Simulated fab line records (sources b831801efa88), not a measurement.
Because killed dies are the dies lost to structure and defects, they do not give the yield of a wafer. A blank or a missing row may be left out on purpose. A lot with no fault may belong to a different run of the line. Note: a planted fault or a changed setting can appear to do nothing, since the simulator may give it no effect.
The tool behind it: which one?	flow gf180mcu	12 lots (36 wafers sampled), 1 step of a 602-step route

== WHAT EACH GAUGE READ, for each wafer ==
GF_CONTACT_RS_MEAS_25: uses a four-point probe to measure.
lot	measured	on	CONTACT_W_RS (ohm/sq)
L075	day 16 07:15	film metro-04	0.381 0.381 0.377
L077	day 17 01:49	film metro-01	0.385 0.385 0.385
L079	day 18 01:29	film metro-04	0.378 0.376 0.378
L081	day 18 16:45	film metro-04	0.390 0.390 0.386
L083	day 19 14:07	film metro-01	0.383 0.382 0.380
L084	day 20 08:56	film metro-04	0.378 0.376 0.376
L087	day 20 23:05	film metro-01	0.385 0.389 0.388
L089	day 21 20:59	film metro-01	0.384 0.389 0.386
L091	day 22 17:12	film metro-01	0.381 0.382 0.379
L093	day 23 01:44	film metro-04	0.389 0.384 0.385
L095	day 23 19:20	film metro-01	0.391 0.396 0.392
L097	day 24 11:53	film metro-01	0.379 0.380 0.381

== EACH LOT AND THE TOOL THAT RAN IT (in order: tool; ch and the chambers of the sampled wafers; start) ==
No process step before these readings appears in the record.

== THE ANSWER, worked out from the rows above alone ==
Rule: the lots themselves supply what counts as usual. Put in order of their means at a reading, lots are off if they are a third of the lots or fewer, leave a main group of 4 or more, and stand apart from it by a gap of 3 or more times the standard deviation of the main group's means; of several such gaps the widest counts. A main group whose means are all the same, to the digits that the tables above print for the reading, isn't used. A lot without any number at a reading at which 4 lots or more have one is off too. All remaining lots with rows at the step are treated as sound.
No lot is off at any reading shown: from this, nothing can be told.

== WHAT WAS PUT IN BY THE SIMULATOR ==
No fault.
